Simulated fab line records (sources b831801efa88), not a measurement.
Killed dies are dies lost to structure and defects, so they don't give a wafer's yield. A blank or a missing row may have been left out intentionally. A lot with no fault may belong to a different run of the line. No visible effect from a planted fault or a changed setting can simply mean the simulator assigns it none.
fab line records | flow sky130
[record] lots = 6 wafers = 18 last_day = 50
route steps=708 shown POLY_GATE@235 LDD_N@237 LDD_P@255 PAD_OPEN@708
lots with no fault: from the same line, run without faults
start_h: hours from the record's first day to the start of the lot's first wafer shown | wait_h: hours from the lot's prior step to this one | " repeats the value in the row above | L1.1+2: a row that stands for several wafers | - no value, or no start given | * or withheld: withheld | < > ~ a bound
route shown NAME@n: a module of which the file shows steps, and the number in the route of the first | usual: mean/standard deviation of fault-free wafers | same: alike in all rows | chamber/n: place in a boat | sites: the reading at each site | _std_site: standard deviation of those values | _edge_site: mean of outer sites minus mean of inner sites | radius_mm: for every site, how far away it sits from the centre of the wafer | mask NAME#n: copy n | behind: the most recent tool/chamber to have shaped the wafer | hold: reason for holding the lot/hours on hold/outcome of the hold | device: transistor that didn't switch, given as n, p or np | end of line: at the end of the route, the tests of the same wafers | a step with no rows: only its recipe | killed: count of dies lost to structure and defects at first sort (not the wafer's yield) | map: the dies of a wafer, with x for killed, . for not killed, _ for no die there
set.NAME: setting as actually run; set.NAME@STEP: the setting as run at that earlier step | model.NAME: the simulator's own value behind a step, which no gauge read
certain route steps with their lots: each step a table, each wafer a row
services: from which hour (start_h, from the record's first day; less than 0 if before it) a tool's chamber was out of use, for how many hours, and why
[[steps]]
[step SKY_POLY_GATE_THK_MEAS_21]
[recipe] reads = SiO2_of_POLY_GATE_OXIDATION_20
[usual] POLY_GATE_OXIDATION_THK = 4.01/0.094
// columns lot.wafer tool chamber start_h wait_h POLY_GATE_OXIDATION_THK[nm]
L923.1 film_metro-01 - 389.02 0.0 3.99
L923.3 " - " " 3.97
L923.6 " - " " 4.01
L933.1 film_metro-01 - 483.76 0.0 3.92
L933.2 " - " " 3.97
L933.4 " - " " 4.01
L934.2 film_metro-01 - 490.87 0.0 3.95
L934.5 " - " " 3.94
L934.6 " - " " 3.90
L943.1 film_metro-01 - 558.17 0.0 4.06
L943.3 " - " " 4.05
L943.6 " - " " 4.06
L944.1 film_metro-02 - 565.38 0.0 3.90
L944.2 " - " " 3.85
L944.6 " - " " 3.84
L945.2 film_metro-02 - 568.93 0.0 3.86
L945.3 " - " " 3.94
L945.5 " - " " 4.01
[step SKY_POLY_GATE_CD_MEAS_22]
[usual] cd_nm = 148.5/3
// columns lot.wafer tool chamber start_h wait_h cd_nm
L923.1 cd_sem-01 - 389.08 0.1 146.6
L923.3 " - " " 146.3
L923.6 " - " " 145.4
L933.1 cd_sem-01 - 483.82 0.1 150.0
L933.2 " - " " 143.6
L933.4 " - " " 146.3
L934.2 cd_sem-02 - 490.94 0.1 153.1
L934.5 " - " " 154.9
L934.6 " - " " 146.4
L943.1 cd_sem-01 - 558.23 0.1 149.4
L943.3 " - " " 149.6
L943.6 " - " " 151.0
L944.1 cd_sem-01 - 565.44 0.1 147.5
L944.2 " - " " 152.7
L944.6 " - " " 146.8
L945.2 cd_sem-01 - 569.01 0.1 147.8
L945.3 " - " " 147.6
L945.5 " - " " 144.1
[step SKY_LDD_N_DEHYDRATE_00]
[recipe] temp_c = 200 time_s = 60
[step SKY_LDD_N_HMDS_01]
[recipe] prime_time_s = 60 prime_temp_c = 120
[step SKY_LDD_N_COAT_02]
[recipe] resist = NOVOLAK spin_rpm = 3000 resist_thk_nm = 300
[step SKY_LDD_N_SOFTBAKE_03]
[recipe] temp_c = 90 time_s = 60 resist = NOVOLAK
[step SKY_LDD_N_EXPOSE_04]
[recipe] mask_id = NTM target_cd_nm = 840 na = 0.6 source_shape = conventional sigma_outer = 0.6 dose_mj = 110
[step SKY_LDD_N_PEB_05]
[recipe] temp_c = withheld time_s = * resist = NOVOLAK
[step SKY_LDD_N_DEVELOP_06]
[recipe] develop_time_s = 60 dev_temp_c = 23
[step SKY_LDD_N_OVL_MEAS_07]
[usual] LDD_N_OVL = -0.4/1.4
// columns lot.wafer tool chamber start_h wait_h LDD_N_OVL[nm]
L923.1 overlay-01 - 418.51 0.1 1.4
L923.3 " - " " 1.2
L923.6 " - " " 1.4
L933.1 overlay-01 - 513.91 0.1 -1.9
L933.2 " - " " -0.1
L933.4 " - " " -0.6
L934.2 overlay-02 - 521.11 0.1 -0.4
L934.5 " - " " -0.3
L934.6 " - " " 0.4
L943.1 overlay-02 - 586.83 0.1 -1.1
L943.3 " - " " -1.2
L943.6 " - " " -0.8
L944.1 overlay-02 - 594.56 0.1 -0.4
L944.2 " - " " -0.9
L944.6 " - " " -2.5
L945.2 overlay-01 - 597.92 0.1 0.6
L945.3 " - " " -1.1
L945.5 " - " " -0.9
[step SKY_LDD_N_IMPLANT_08]
[recipe] species = As energy_kev = 20 dose_cm2 = 7.5e+13 tilt_deg = withheld rotation_deg = 23
[step SKY_LDD_N_IMPLANT_09]
[recipe] species = As energy_kev = 20 dose_cm2 = 7.5e+13 tilt_deg = withheld rotation_deg = 113
[step SKY_LDD_N_IMPLANT_10]
[recipe] species = As energy_kev = 20 dose_cm2 = 7.5e+13 tilt_deg = withheld rotation_deg = 203
[usual] dose_ions_cm2 = 7.5e+13/8.1e+10 faraday_current_uA = 422/8.4
[same] implant_ion_amu = 75
// columns lot.wafer tool chamber start_h wait_h dose_ions_cm2 faraday_current_uA
L923.1 implanter-02 0 418.85 0.1 7.512e+13 433
L923.3 " 0 " " 7.504e+13 427
L923.6 " 0 " " 7.51e+13 426
L933.1 implanter-01 0 514.24 0.1 4.514e+13 259
L933.2 " 0 " " 4.524e+13 257
L933.4 " 0 " " 4.515e+13 249
L934.2 implanter-01 0 521.47 0.1 4.522e+13 254
L934.5 " 0 " " 4.514e+13 248
L934.6 " 0 " " 4.512e+13 259
L943.1 implanter-01 0 587.17 0.1 7.484e+13 430
L943.3 " 0 " " 7.492e+13 414
L943.6 " 0 " " 7.49e+13 428
L944.1 implanter-01 0 594.90 0.1 7.493e+13 434
L944.2 " 0 " " 7.497e+13 416
L944.6 " 0 " " 7.493e+13 423
L945.2 implanter-02 0 598.27 0.1 7.5e+13 410
L945.3 " 0 " " 7.491e+13 412
L945.5 " 0 " " 7.478e+13 413
[step SKY_LDD_N_IMPLANT_11]
[recipe] species = As energy_kev = 20 dose_cm2 = 7.5e+13 tilt_deg = withheld rotation_deg = 293
[step SKY_LDD_N_IMPLANT_12]
[recipe] species = BF2 energy_kev = 50 dose_cm2 = 5e+12 tilt_deg = 30 rotation_deg = 0
[step SKY_LDD_N_IMPLANT_13]
[recipe] species = BF2 energy_kev = 50 dose_cm2 = 5e+12 tilt_deg = 30 rotation_deg = 90
[step SKY_LDD_N_IMPLANT_14]
[recipe] species = BF2 energy_kev = 50 dose_cm2 = 5e+12 tilt_deg = 30 rotation_deg = 180
[step SKY_LDD_N_IMPLANT_15]
[recipe] species = BF2 energy_kev = 50 dose_cm2 = 5e+12 tilt_deg = 30 rotation_deg = 270
[step SKY_LDD_N_STRIP_16]
[recipe] chemistry = O2/N2 power_w = 1400 pressure_mtorr = 1500 platen_temp_c = withheld o2_flow_sccm = 3000 n2_flow_sccm = 300 overash_fraction = 0.5
[usual] drypump_motor_current_A = 5.6/0.51 oes_product_au = 0.406/0.005 strip_time_to_endpoint_s = 4.305/0.013
// columns lot.wafer tool chamber start_h wait_h drypump_motor_current_A oes_product_au rf_hours_counter_h strip_time_to_endpoint_s
L923.1 plasma_asher-02 0 419.75 0.1 5.7 0.405 68 4.294
L923.3 " 0 " " 5.7 0.409 - 4.305
L923.6 " 1 " " 5.4 0.412 - 4.291
L933.1 plasma_asher-04 1 515.14 0.1 5.2 0.400 62 4.212
L933.2 " 0 " " 5.2 0.412 62 4.236
L933.4 " 0 " " 5.2 0.405 - 4.221
L934.2 plasma_asher-02 0 522.34 0.1 5.7 0.403 80 4.216
L934.5 " 0 " " 5.7 0.401 - 4.212
L934.6 " 1 " " 5.4 0.398 - 4.219
L943.1 plasma_asher-02 0 588.07 0.1 5.7 0.406 86 4.323
L943.3 " 1 " " 5.4 0.400 - 4.310
L943.6 " 0 " " 5.7 0.400 - 4.308
L944.1 plasma_asher-03 1 595.80 0.1 6.7 0.411 53 4.298
L944.2 " 0 " " 5.9 0.406 53 4.312
L944.6 " 0 " " 5.9 0.402 - 4.280
L945.2 plasma_asher-03 1 599.15 0.1 6.7 0.406 53 4.294
L945.3 " 0 " " 5.8 0.399 - 4.295
L945.5 " 0 " " 5.9 0.413 - 4.276
[step SKY_LDD_N_TW_MEAS_17]
[usual] LDD_N_TW = 2596/16
// columns lot.wafer tool chamber start_h wait_h LDD_N_TW
L923.1 film_metro-01 - 419.85 0.1 2585
L923.3 " - " " 2574
L923.6 " - " " 2574
L933.1 film_metro-04 - 515.24 0.1 2563
L933.2 " - " " 2572
L933.4 " - " " 2561
L934.2 film_metro-03 - 522.45 0.1 2520
L934.5 " - " " 2526
L934.6 " - " " 2528
L943.1 film_metro-04 - 588.17 0.1 2596
L943.3 " - " " 2597
L943.6 " - " " 2586
L944.1 film_metro-04 - 595.93 0.1 2595
L944.2 " - " " 2612
L944.6 " - " " 2605
L945.2 film_metro-04 - 599.26 0.1 2581
L945.3 " - " " 2601
L945.5 " - " " 2590
[step SKY_LDD_P_DEHYDRATE_00]
[recipe] temp_c = 200 time_s = 60
[step SKY_PAD_OPEN_PROBE_99]
[usual] killed_at_M0_to_M3 = 45/7.2 killed_at_M4_up = 3.0/1.8 killed_at_contacts = 25/6.1 killed_at_front_end = 14/4.4 killed_at_other = 0.2/0.44 killed_dies = 88/10 killed_open = 48/7.4 killed_short = 40/6.3
[same] gross_dies = 492 killed_at_back_side = 0
// columns lot.wafer tool chamber start_h wait_h killed_at_M0_to_M3 killed_at_M4_up killed_at_contacts killed_at_front_end killed_at_other killed_dies killed_open killed_short model.etest.tip_n.rs_ohm_sq
L923.1 prober-01 - 1088.32 0.1 58 3 21 7 0 89 46 43 447.2
L923.3 prober-01 - 1088.42 0.2 51 0 24 7 0 82 37 45 446.9
L923.6 prober-01 - 1088.57 0.2 56 6 26 12 2 102 50 52 445.2
L933.1 prober-01 - 1149.49 0.1 49 2 25 14 0 90 51 39 464.2
L933.2 prober-01 - 1149.54 0.1 49 5 15 26 0 95 39 56 470.8
L933.4 prober-01 - 1149.64 0.2 53 3 25 13 1 95 53 42 471
L934.2 prober-02 - 1152.86 0.1 45 5 22 14 0 86 49 37 462.4
L934.5 prober-02 - 1153.01 0.2 36 2 33 18 0 89 49 40 463.9
L934.6 prober-02 - 1153.06 0.2 42 2 37 20 0 101 59 42 464.1
L943.1 prober-01 - 1193.18 0.1 43 5 30 20 0 98 49 49 455
L943.3 prober-01 - 1193.28 0.2 43 2 25 11 0 81 46 35 453
L943.6 prober-01 - 1193.43 0.2 47 3 27 14 1 92 59 33 451.8
L944.1 prober-01 - 1197.56 0.1 46 2 35 13 0 96 51 45 438.5
L944.2 prober-01 - 1197.61 0.1 42 2 22 19 0 85 48 37 443.2
L944.6 prober-01 - 1197.81 0.2 45 1 36 15 0 97 49 48 441.5
L945.2 prober-02 - 1198.52 0.1 51 2 21 19 1 94 50 44 436.7
L945.3 prober-02 - 1198.57 0.2 42 1 13 13 1 70 42 28 437.9
L945.5 prober-02 - 1198.67 0.2 47 3 16 11 1 78 38 40 437.5
// killed by level:class
L923.1 VIA1:geometric_particle:open=12 METAL2:geometric_particle:short=9 CONTACT:geometric_particle:open=8 VIA2:geometric_particle:open=8 VIA3:geometric_particle:open=7 VIA1:geometric_particle:short=6 VIA2:geometric_particle:short=6 LI_CONTACT:geometric_particle:open=4
L923.3 METAL2:geometric_particle:short=10 VIA1:geometric_particle:open=9 CONTACT:geometric_particle:open=8 LI_CONTACT:geometric_particle:open=7 VIA1:geometric_particle:short=7 METAL1:geometric_particle:short=6 VIA2:geometric_particle:open=5 CONTACT:geometric_particle:short=4
L923.6 VIA1:geometric_particle:open=14 VIA1:geometric_particle:short=10 CONTACT:geometric_particle:open=9 VIA3:geometric_particle:open=8 LOCAL_INTERCONNECT:geometric_particle:short=6 VIA2:geometric_particle:open=6 METAL1:geometric_particle:short=5 CONTACT:geometric_particle:short=5
L933.1 VIA1:geometric_particle:open=14 CONTACT:geometric_particle:open=10 LI_CONTACT:geometric_particle:open=9 VIA2:geometric_particle:short=6 VIA3:geometric_particle:open=5 METAL2:geometric_particle:short=5 VIA2:geometric_particle:open=5 METAL3:geometric_particle:short=5
L933.2 POLY_GATE:geometric_particle:short=9 VIA1:geometric_particle:open=9 VIA3:geometric_particle:open=7 POLY_GATE:geometric_particle:open=6 VIA2:geometric_particle:short=6 METAL1:geometric_particle:short=6 VIA1:geometric_particle:short=6 CONTACT:geometric_particle:open=5
L933.4 VIA1:geometric_particle:open=12 CONTACT:geometric_particle:open=11 VIA3:geometric_particle:open=8 POLY_GATE:geometric_particle:open=6 METAL1:geometric_particle:short=6 LI_CONTACT:geometric_particle:open=5 METAL2:geometric_particle:short=5 VIA1:geometric_particle:short=5
L934.2 VIA1:geometric_particle:open=10 LI_CONTACT:geometric_particle:open=9 VIA1:geometric_particle:short=7 VIA2:geometric_particle:open=7 CONTACT:geometric_particle:open=6 VIA3:geometric_particle:open=6 METAL4:geometric_particle:short=5 FIELD_ISO:geometric_particle:open=4
L934.5 CONTACT:geometric_particle:open=13 FIELD_ISO:geometric_particle:open=8 VIA3:geometric_particle:open=7 FIELD_ISO:geometric_particle:short=6 LOCAL_INTERCONNECT:geometric_particle:short=6 LI_CONTACT:geometric_particle:open=5 CONTACT:geometric_particle:short=5 VIA2:geometric_particle:open=5
L934.6 CONTACT:geometric_particle:open=15 VIA1:geometric_particle:open=12 LI_CONTACT:geometric_particle:open=11 FIELD_ISO:geometric_particle:open=8 METAL1:geometric_particle:short=6 CONTACT:geometric_particle:short=6 VIA3:geometric_particle:open=6 LOCAL_INTERCONNECT:geometric_particle:short=5
L943.1 VIA1:geometric_particle:open=10 CONTACT:geometric_particle:open=8 FIELD_ISO:geometric_particle:open=7 VIA3:geometric_particle:open=7 LOCAL_INTERCONNECT:geometric_particle:short=6 LI_CONTACT:geometric_particle:open=6 CONTACT:geometric_particle:short=6 VIA3:geometric_particle:short=6
L943.3 VIA1:geometric_particle:open=12 CONTACT:geometric_particle:open=11 METAL1:geometric_particle:short=9 VIA2:geometric_particle:open=6 FIELD_ISO:geometric_particle:open=5 LI_CONTACT:geometric_particle:open=5 VIA1:geometric_particle:short=5 POLY_GATE:geometric_particle:short=4
L943.6 CONTACT:geometric_particle:open=11 LI_CONTACT:geometric_particle:open=9 VIA1:geometric_particle:open=9 METAL1:geometric_particle:short=8 VIA2:geometric_particle:open=8 VIA3:geometric_particle:open=6 METAL2:geometric_particle:short=6 FIELD_ISO:geometric_particle:open=5
L944.1 CONTACT:geometric_particle:open=12 METAL2:geometric_particle:short=9 VIA2:geometric_particle:open=8 CONTACT:geometric_particle:short=7 VIA1:geometric_particle:open=7 VIA3:geometric_particle:open=7 LI_CONTACT:geometric_particle:open=6 LOCAL_INTERCONNECT:geometric_particle:short=6
L944.2 VIA1:geometric_particle:open=13 VIA3:geometric_particle:open=8 LI_CONTACT:geometric_particle:open=7 POLY_GATE:geometric_particle:short=6 POLY_GATE:geometric_particle:open=6 CONTACT:geometric_particle:short=6 FIELD_ISO:geometric_particle:open=4 VIA2:geometric_particle:open=4
L944.6 CONTACT:geometric_particle:open=13 VIA1:geometric_particle:open=11 LOCAL_INTERCONNECT:geometric_particle:short=10 FIELD_ISO:geometric_particle:short=8 CONTACT:geometric_particle:short=6 VIA1:geometric_particle:short=6 VIA2:geometric_particle:open=6 VIA3:geometric_particle:short=5
L945.2 VIA1:geometric_particle:open=12 CONTACT:geometric_particle:open=11 METAL2:geometric_particle:short=11 VIA3:geometric_particle:open=7 VIA2:geometric_particle:open=6 FIELD_ISO:geometric_particle:short=5 CONTACT:geometric_particle:short=5 VIA1:geometric_particle:short=3
L945.3 VIA2:geometric_particle:open=9 VIA1:geometric_particle:open=8 VIA3:geometric_particle:open=8 LI_CONTACT:geometric_particle:open=5 CONTACT:geometric_particle:short=4 POLY_GATE:geometric_particle:short=3 POLY_GATE:geometric_particle:open=3 METAL3:geometric_particle:short=3
L945.5 VIA1:geometric_particle:open=11 VIA1:geometric_particle:short=10 METAL1:geometric_particle:short=8 CONTACT:geometric_particle:open=7 VIA2:geometric_particle:open=5 POLY_GATE:geometric_particle:open=4 LI_CONTACT:geometric_particle:open=4 METAL2:geometric_particle:short=3
[[services]]
// columns tool chamber start_h hours kind
implanter-02 - 395.22 5.3 repair
plasma_asher-04 - 401.93 1.6 repair
implanter-02 - 428.78 2.2 repair
implanter-01 - 443.98 2.3 repair
plasma_asher-03 - 448.48 2.4 repair
implanter-02 - 516.84 3.1 repair
implanter-02 - 570.84 4.1 pm
[[key]]
[first_sign] step = SKY_LDD_N_IMPLANT_10 reading = dose_ions_cm2 direction = down sigmas = 99+ usual = * struck = *
[effect] step = SKY_LDD_N_IMPLANT_10 reading = faraday_current_uA direction = down sigmas = 20 usual = 422 struck = 254
[effect] step = SKY_LDD_N_STRIP_16 reading = strip_time_to_endpoint_s direction = down sigmas = 6.6 usual = * struck = *
[effect] step = SKY_LDD_N_TW_MEAS_17 reading = LDD_N_TW direction = down sigmas = 3.2 usual = 2596 struck = 2545
[model_effect] step = SKY_PAD_OPEN_PROBE_99 value = etest.tip_n.rs_ohm_sq without = 436.5 struck = 466.1
met_at SKY_LDD_N_IMPLANT_10
struck_wafers L933.1,L933.2,L933.4,L934.2,L934.5,L934.6
tester_left_out L933,L934
[fault] kind = process_parameter_drift tool = implanter-01 chamber = - onset_h = 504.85 steps = SKY_LDD_N_IMPLANT_10 channel = dose_cm2 offset = * shape = step end_h = 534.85 acts_in = * stated = *
// tester_left_out: of these lots the tester's yield and bins aren't shown, on N5 and GAA mostly nor the transistor test; their killed dies are dies lost to structure and defects alone, not to doping, threshold or leakage, so they don't give the yield
